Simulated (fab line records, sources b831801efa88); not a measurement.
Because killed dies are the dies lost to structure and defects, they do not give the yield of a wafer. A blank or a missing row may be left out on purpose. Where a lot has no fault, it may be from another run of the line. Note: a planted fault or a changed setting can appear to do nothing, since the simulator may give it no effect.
Matching of chambers || flow sky130 || cmp-02 running SKY_CONTACT_CMP_04: 4 sister chambers
The step polishes SiO2. 4 wafers are shown with their chamber, then 12 later ones without.

== WAFERS WITH THEIR CHAMBER ==
{"wafer": "L089.5", "chamber": 3, "motorCurrentA (A)": 11.4}
{"wafer": "L093.1", "chamber": 2, "motorCurrentA (A)": 12.1}
{"wafer": "L093.2", "chamber": 1, "motorCurrentA (A)": 11.3}
{"wafer": "L093.3", "chamber": 0, "motorCurrentA (A)": 10.4}

== WAFERS MISSING THEIR CHAMBER ==
{"wafer": "L093.4", "motorCurrentA (A)": 11.1}
{"wafer": "L093.5", "motorCurrentA (A)": 12.7}
{"wafer": "L093.6", "motorCurrentA (A)": 11.4}
{"wafer": "L094.2", "motorCurrentA (A)": 12.3}
{"wafer": "L094.4", "motorCurrentA (A)": 11.5}
{"wafer": "L094.6", "motorCurrentA (A)": 11.2}
{"wafer": "L097.1", "motorCurrentA (A)": 11.5}
{"wafer": "L097.2", "motorCurrentA (A)": 10.4}
{"wafer": "L097.6", "motorCurrentA (A)": 12.6}
{"wafer": "L097.3", "motorCurrentA (A)": 12.2}
{"wafer": "L097.4", "motorCurrentA (A)": 12.9}
{"wafer": "L097.5", "motorCurrentA (A)": 11.3}

== THE CHAMBER EACH PASSED THROUGH ==
{"wafer": "L093.4", "from the rows above": "can't be placed: 1 or 3 or 0", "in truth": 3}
{"wafer": "L093.5", "from the rows above": 2, "in truth": 2}
{"wafer": "L093.6", "from the rows above": "can't be placed: 3 or 1", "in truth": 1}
{"wafer": "L094.2", "from the rows above": 2, "in truth": 2}
{"wafer": "L094.4", "from the rows above": "can't be placed: 3 or 1 or 2", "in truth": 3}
{"wafer": "L094.6", "from the rows above": "can't be placed: 1 or 3", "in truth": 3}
{"wafer": "L097.1", "from the rows above": "can't be placed: 3 or 1 or 2", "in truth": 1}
{"wafer": "L097.2", "from the rows above": 0, "in truth": 0}
{"wafer": "L097.6", "from the rows above": 2, "in truth": 2}
{"wafer": "L097.3", "from the rows above": 2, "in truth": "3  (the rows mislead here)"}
{"wafer": "L097.4", "from the rows above": 2, "in truth": 2}
{"wafer": "L097.5", "from the rows above": "can't be placed: 1 or 3", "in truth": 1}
5 of 12 placed correctly. Not placeable from these rows: 6 (in 6, the candidates include the true chamber). Placed wrongly: 1.
How it was worked out, from the rows above alone: a wafer's distance from a chamber is the root of the sum, over the readings, of the square of ((its reading less the chamber's mean) divided by the reading's scatter). The wafer belongs to the nearest chamber; if the next one is less than 2 further off, it can't be placed. Each chamber's mean is taken over the wafers shown for it. The scatter: with one shown wafer a chamber, the root of the mean of the squares of how far each hidden wafer lies from its nearest shown one.
